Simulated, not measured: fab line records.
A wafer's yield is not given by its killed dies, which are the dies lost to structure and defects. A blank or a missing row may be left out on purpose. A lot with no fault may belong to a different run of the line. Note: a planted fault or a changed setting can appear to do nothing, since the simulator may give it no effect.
fab line records	flow sky130
record: lots: 10	wafers: 30	last-day: 52
route steps=708 shown METAL1@437 METAL2@487
lots untouched by any fault: they come from a run of this same line in which no faults occurred
start-h: the number of hours between the record's first day and the start of the first shown wafer of the lot	wait-h: hours since the lot's step before	" repeats the value in the row above	L1.1+2: one row covering several wafers at once	- no value, or no start given	* or withheld: withheld	< > ~ a bound
route shown NAME@n: names a module that has steps shown in the file, with the first one's number in the route	usual: mean/standard deviation of fault-free wafers	same: alike in all rows	chamber/n: place in a boat	sites: each site's reading	_std_site: their standard deviation	_edge_site: inner sites' mean taken away from outer sites' mean	radius-mm: for every site, how far away it sits from the centre of the wafer	mask NAME#n: copy n	behind: the most recent tool/chamber to have shaped the wafer	hold: why the lot went on hold/how many hours it stayed there/how the hold came to an end	device: transistor that didn't switch, given as n, p or np	end of line: at the end of the route, the tests of the same wafers	step lacking rows: just its recipe	killed: count of dies lost to structure and defects at first sort (not the wafer's yield)	map: shows each die of a wafer: x if killed, . if not, _ if none is there
set.NAME: setting as actually run; set.NAME@STEP: the setting as run at that earlier step	model.NAME: the simulator's own value behind a step, which no gauge read
a sample of lots followed through the steps of the route, with each step as a table and each wafer as a row
services: the hour from which a tool's chamber was out of use, counted from the record's first day as start-h (under 0 if before that day), plus the number of hours and why
== steps ==
step: SKY_METAL1_SPUTTER_03
recipe: material: Ti	target-thk-nm: 5	power-w: 3000	time-s: 3.3	chamber-pressure-pa: 0.4
usual: cathode-dc-power-W: 3000.1/0.53	throttle-valve-pct: 29.5/1.4
lot.wafer	tool	chamber	start-h	wait-h	cathode-dc-power-W	throttle-valve-pct
L945.1	pvd-sputter-04	-	684.17	0.0	2998.9	28.6
L945.3	"	-	"	"	2999.9	28.1
L945.6	"	-	"	"	3000.2	28.2
L947.1	pvd-sputter-02	-	686.53	0.0	2999.6	30.0
L947.3	"	-	"	"	2999.9	29.8
L947.4	"	-	"	"	2999.9	30.1
L950.1	pvd-sputter-01	-	710.02	0.0	2999.6	29.0
L950.2	"	-	"	"	3000.5	31.6
L950.6	"	-	"	"	3000.1	29.2
L955.1	pvd-sputter-02	-	746.86	0.0	3000.4	29.0
L955.2	"	-	"	"	3000.6	29.8
L955.4	"	-	"	"	2999.7	30.0
L956.2	pvd-sputter-01	-	755.36	0.0	3000.9	29.2
L956.4	"	-	"	"	3000.9	30.9
L956.5	"	-	"	"	3000.5	28.3
L960.1	pvd-sputter-04	-	787.00	0.0	3000.0	32.4
L960.5	"	-	"	"	3000.4	28.9
L960.6	"	-	"	"	2999.9	27.9
L964.2	pvd-sputter-02	-	978.42	0.0	2999.2	29.9
L964.3	"	-	"	"	3000.7	29.8
L964.4	"	-	"	"	3000.7	29.9
L962.2	pvd-sputter-01	-	982.49	0.0	2999.9	31.4
L962.4	"	-	"	"	2999.8	28.1
L962.6	"	-	"	"	3000.0	31.4
L965.2	pvd-sputter-01	-	986.32	0.0	3001.0	31.6
L965.3	"	-	"	"	3000.8	29.2
L965.4	"	-	"	"	2999.2	31.1
L966.2	pvd-sputter-02	-	986.67	0.0	2999.6	28.8
L966.4	"	-	"	"	2999.5	30.1
L966.6	"	-	"	"	2999.7	30.0
step: SKY_METAL1_METAL_ETCH_19
recipe: target-depth-a: 3600	stop-on: SiO2	over-etch-frac: 0.3	time-s: 78	chemistry: Cl2/BCl3	resist-sidewall-deg: 88	pressure-mtorr: 10	icp-w: 900	bias-w: 48.5	Cl2_flow_sccm: 60	bcl3-flow-sccm: 30
usual: drypump-motor-current-A: 5.9/0.49	oes-product-au: 0.855/0.0058	throttle-valve-pct: 22.264/0.0095
lot.wafer	tool	chamber	start-h	wait-h	drypump-motor-current-A	oes-product-au	rf-hours-counter-h	throttle-valve-pct
L945.1	rie-metal-04	1	712.69	0.0	5.6	0.850	2	22.266
L945.3	"	1	"	"	5.6	0.844	-	22.277
L945.6	"	1	"	"	5.6	0.863	-	22.252
L947.1	rie-metal-03	1	715.71	0.0	5.6	0.851	11	22.251
L947.3	"	0	"	"	5.1	0.849	-	22.264
L947.4	"	1	"	"	5.7	0.851	-	22.266
L950.1	rie-metal-03	1	739.34	0.0	5.6	0.863	12	22.262
L950.2	"	0	"	"	5.1	0.852	6	22.268
L950.6	"	0	"	"	5.1	0.859	-	22.264
L955.1	rie-metal-02	1	773.24	0.0	6.1	0.855	6	22.264
L955.2	"	0	"	"	6.4	0.861	4	22.267
L955.4	"	1	"	"	6.1	0.849	-	22.267
L956.2	rie-metal-03	1	781.19	0.0	5.6	0.851	13	22.267
L956.4	"	0	"	"	5.1	0.856	-	22.265
L956.5	"	1	"	"	5.6	0.861	-	22.263
L960.1	rie-metal-03	0	812.94	0.0	5.1	0.855	9	22.264
L960.5	"	1	"	"	5.6	0.849	-	22.263
L960.6	"	0	"	"	5.1	0.848	-	22.276
L964.2	rie-metal-03	1	1004.24	0.0	5.6	0.855	7	22.271
L964.3	"	0	"	"	5.1	0.855	-	22.266
L964.4	"	1	"	"	5.6	0.857	-	22.257
L962.2	rie-metal-02	1	1008.71	0.0	6.2	0.848	17	22.284
L962.4	"	0	"	"	6.5	0.865	-	22.258
L962.6	"	1	"	"	6.2	0.855	-	22.271
L965.2	rie-metal-03	1	1010.99	0.0	5.6	0.857	8	22.269
L965.3	"	0	"	"	5.1	0.853	-	22.249
L965.4	"	1	"	"	5.6	0.849	-	22.263
L966.2	rie-metal-04	0	1011.14	0.0	6.4	0.854	15	22.260
L966.4	"	0	"	"	6.5	0.847	-	22.277
L966.6	"	1	"	"	5.6	0.849	-	22.266
step: SKY_METAL2_SPUTTER_04
recipe: material: TiN	target-thk-nm: 70	power-w: 6500	time-s: 58.3	chamber-pressure-pa: 0.4
usual: cathode-dc-power-W: 6499.9/1.2	throttle-valve-pct: 29.4/0.73
lot.wafer	tool	chamber	start-h	wait-h	cathode-dc-power-W	throttle-valve-pct
L945.1	pvd-sputter-02	-	744.87	0.0	6502.0	29.8
L945.3	"	-	"	"	6499.4	30.2
L945.6	"	-	"	"	6498.6	29.9
L947.1	pvd-sputter-02	-	747.87	0.0	6500.5	29.1
L947.3	"	-	"	"	6500.8	29.7
L947.4	"	-	"	"	6501.5	29.7
L950.1	pvd-sputter-02	-	769.14	0.0	6501.1	29.8
L950.2	"	-	"	"	6498.8	29.2
L950.6	"	-	"	"	6500.1	29.8
L955.1	pvd-sputter-02	-	801.47	0.0	6500.6	29.8
L955.2	"	-	"	"	6498.5	30.1
L955.4	"	-	"	"	10082	29.8
L956.2	pvd-sputter-02	-	811.00	0.0	6498.5	30.1
L956.4	"	-	"	"	10081	29.7
L956.5	"	-	"	"	6496.2	30.0
L960.1	pvd-sputter-04	-	843.25	0.0	6499.1	28.9
L960.5	"	-	"	"	6498.5	27.9
L960.6	"	-	"	"	6498.7	32.3
L964.2	pvd-sputter-02	-	1029.23	0.0	6498.8	29.7
L964.3	"	-	"	"	6500.7	29.1
L964.4	"	-	"	"	6499.9	29.7
L962.2	pvd-sputter-02	-	1033.10	0.0	6499.7	29.3
L962.4	"	-	"	"	6500.3	29.9
L962.6	"	-	"	"	6499.7	29.3
L965.2	pvd-sputter-03	-	1035.77	0.0	6499.7	28.3
L965.3	"	-	"	"	6500.3	30.2
L965.4	"	-	"	"	6501.3	29.3
L966.2	pvd-sputter-02	-	1036.59	0.0	6499.5	29.0
L966.4	"	-	"	"	6500.9	30.0
L966.6	"	-	"	"	6501.2	29.6
step: SKY_METAL2_RS_MEAS_05
recipe: thk-meas-gauge: four-point-probe	reads: TiN_of_METAL2_SPUTTER_04+Ti_of_METAL2_SPUTTER_03+AlCu_of_METAL2_SPUTTER_02+TiN_of_METAL2_SPUTTER_01+Ti_of_METAL2_SPUTTER_00
usual: METAL2_ALCU_RS: 0.1272/0.0013
lot.wafer	tool	chamber	start-h	wait-h	hold	METAL2_ALCU_RS[ohm/sq]
L945.1	film-metro-03	-	744.92	0.0	-	0.1271
L945.3	"	-	"	"	-	0.1290
L945.6	"	-	"	"	-	0.1266
L947.1	film-metro-03	-	747.92	0.0	-	0.1258
L947.3	"	-	"	"	-	0.1284
L947.4	"	-	"	"	-	0.1274
L950.1	film-metro-02	-	769.18	0.0	-	0.1277
L950.2	"	-	"	"	-	0.1265
L950.6	"	-	"	"	-	0.1275
L955.1	film-metro-03	-	801.53	0.0	await-dispo/0.2h/release	0.1275
L955.2	"	-	"	"	await-dispo/0.2h/release	0.1276
L955.4	"	-	"	"	await-dispo/0.2h/release	0.1276
L955.1	film-metro-03	-	801.81	0.3	-	0.1277
L955.2	"	-	"	"	-	0.1275
L955.4	"	-	"	"	-	0.1275
L956.2	film-metro-02	-	811.07	0.0	await-dispo/0.2h/release	0.1269
L956.4	"	-	"	"	await-dispo/0.2h/release	0.1259
L956.5	"	-	"	"	await-dispo/0.2h/release	0.1269
L956.2	film-metro-02	-	811.35	0.3	-	0.1268
L956.4	"	-	"	"	-	0.1263
L956.5	"	-	"	"	-	0.1269
L960.1	film-metro-02	-	843.30	0.0	-	0.1249
L960.5	"	-	"	"	-	0.1251
L960.6	"	-	"	"	-	0.1266
L964.2	film-metro-03	-	1029.30	0.0	-	0.1274
L964.3	"	-	"	"	-	0.1265
L964.4	"	-	"	"	-	0.1262
L962.2	film-metro-03	-	1033.17	0.0	-	0.1285
L962.4	"	-	"	"	-	0.1292
L962.6	"	-	"	"	-	0.1286
L965.2	film-metro-02	-	1035.83	0.0	-	0.1298
L965.3	"	-	"	"	-	0.1276
L965.4	"	-	"	"	-	0.1267
L966.2	film-metro-03	-	1036.66	0.0	-	0.1282
L966.4	"	-	"	"	-	0.1286
L966.6	"	-	"	"	-	0.1287
step: SKY_METAL2_THK_MEAS_06
recipe: thk-meas-gauge: xrf	reads: AlCu_of_METAL2_SPUTTER_02
usual: METAL2_ALCU_THK: 245.3/2.9
lot.wafer	tool	chamber	start-h	wait-h	hold	METAL2_ALCU_THK[nm]
L945.1	film-metro-03	-	745.04	0.1	-	244.9
L945.3	"	-	"	"	-	241.1
L945.6	"	-	"	"	-	245.8
L947.1	film-metro-03	-	748.04	0.1	-	246.2
L947.3	"	-	"	"	-	243.1
L947.4	"	-	"	"	-	244.5
L950.1	film-metro-02	-	769.30	0.1	-	245.8
L950.2	"	-	"	"	-	248.5
L950.6	"	-	"	"	-	243.4
L955.1	film-metro-03	-	807.97	6.1	await-dispo/0.2h/release	244.7
L955.2	"	-	"	"	await-dispo/0.2h/release	243.7
L955.4	"	-	"	"	await-dispo/0.2h/release	225.1
L955.1	film-metro-03	-	808.20	0.2	-	243.6
L955.2	"	-	"	"	-	246.4
L955.4	"	-	"	"	-	225.2
L956.2	film-metro-02	-	813.88	2.5	await-dispo/0.2h/release	247.2
L956.4	"	-	"	"	await-dispo/0.2h/release	228.9
L956.5	"	-	"	"	await-dispo/0.2h/release	245.9
L956.2	film-metro-02	-	814.11	0.2	-	247.4
L956.4	"	-	"	"	-	228.4
L956.5	"	-	"	"	-	247.6
L960.1	film-metro-02	-	843.42	0.1	-	249.6
L960.5	"	-	"	"	-	252.2
L960.6	"	-	"	"	-	246.2
L964.2	film-metro-03	-	1029.41	0.1	-	242.0
L964.3	"	-	"	"	-	245.6
L964.4	"	-	"	"	-	244.6
L962.2	film-metro-03	-	1033.28	0.1	-	240.9
L962.4	"	-	"	"	-	242.3
L962.6	"	-	"	"	-	239.1
L965.2	film-metro-02	-	1035.94	0.1	-	242.0
L965.3	"	-	"	"	-	246.5
L965.4	"	-	"	"	-	248.4
L966.2	film-metro-03	-	1036.77	0.1	-	242.7
L966.4	"	-	"	"	-	240.7
L966.6	"	-	"	"	-	240.4
step: SKY_METAL2_OVL_MEAS_16
usual: METAL2_OVL: -2/4.4
lot.wafer	tool	chamber	start-h	wait-h	METAL2_OVL[nm]
L945.1	overlay-01	-	771.38	0.1	0
L945.3	"	-	"	"	-3
L945.6	"	-	"	"	-1
L947.1	overlay-01	-	774.63	0.1	-6
L947.3	"	-	"	"	-1
L947.4	"	-	"	"	0
L950.1	overlay-02	-	795.48	0.1	4
L950.2	"	-	"	"	-5
L950.6	"	-	"	"	-7
L955.1	overlay-01	-	829.63	0.1	-4
L955.2	"	-	"	"	-7
L955.4	"	-	"	"	-6
L956.2	overlay-02	-	838.71	0.1	-4
L956.4	"	-	"	"	0
L956.5	"	-	"	"	0
L960.1	overlay-02	-	868.66	0.1	-5
L960.5	"	-	"	"	-12
L960.6	"	-	"	"	-2
L964.2	overlay-02	-	1050.76	0.1	4
L964.3	"	-	"	"	2
L964.4	"	-	"	"	2
L962.2	overlay-02	-	1053.96	0.1	1
L962.4	"	-	"	"	-4
L962.6	"	-	"	"	-8
L965.2	overlay-02	-	1056.91	0.1	3
L965.3	"	-	"	"	3
L965.4	"	-	"	"	3
L966.2	overlay-02	-	1057.94	0.1	-3
L966.4	"	-	"	"	-8
L966.6	"	-	"	"	-8
== services ==
tool	chamber	start-h	hours	kind
pvd-sputter-01	-	666.87	0.5	repair
pvd-sputter-04	-	676.88	4.2	repair
pvd-sputter-04	-	677.80	2.1	repair
pvd-sputter-04	-	701.74	1.7	repair
pvd-sputter-04	-	716.01	3.4	repair
rie-metal-03	-	725.87	2.8	pm
pvd-sputter-02	1	742.75	-	consumable-replace:kit
pvd-sputter-02	1	742.75	18.0	scheduled-down
pvd-sputter-02	1	742.75	18.0	vent-cycle
pvd-sputter-03	-	743.35	4.5	repair
pvd-sputter-01	-	766.60	15.7	repair
rie-metal-02	-	791.50	1.4	pm
pvd-sputter-02	0	840.48	-	consumable-replace:kit
pvd-sputter-02	0	840.48	18.0	scheduled-down
pvd-sputter-02	0	840.48	18.0	vent-cycle
rie-metal-03	0	843.20	6.2	repair
pvd-sputter-03	-	847.33	1.7	repair
rie-metal-02	-	870.42	2.8	pm
rie-metal-04	0	920.32	3.0	repair
pvd-sputter-01	-	964.51	0.8	repair
pvd-sputter-02	3	965.20	-	consumable-replace:kit
pvd-sputter-02	3	965.20	18.0	scheduled-down
pvd-sputter-04	-	975.92	9.6	repair
rie-metal-02	1	988.70	3.0	repair
== key ==
first-sign: step: SKY_METAL2_SPUTTER_04	reading: cathode-dc-power-W	direction: up	sigmas: 99+	usual: 6499.9	struck: 10081
effect: step: SKY_METAL2_RS_MEAS_05	reading: visit	direction: added
effect: step: SKY_METAL2_THK_MEAS_06	reading: visit	direction: added
effect: step: SKY_METAL2_THK_MEAS_06	reading: METAL2_ALCU_THK	direction: down	sigmas: 6.3	usual: 245.3	struck: 227.0
met-at SKY_METAL2_SPUTTER_04
struck-lots L955,L956
struck-wafers L955.4,L956.4
not-acting-at SKY_METAL1_SPUTTER_03,SKY_METAL1_METAL_ETCH_19,SKY_METAL2_OVL_MEAS_16
onset-between 747.87 801.47
fault: kind: process-parameter-drift	tool: pvd-sputter-02	chamber: -	onset-h: 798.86	steps: SKY_METAL2_SPUTTER_04	channel: power-w	offset: *	shape: step	end-h: 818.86	acts-in: *	stated: *	scope: struck-wafers-only
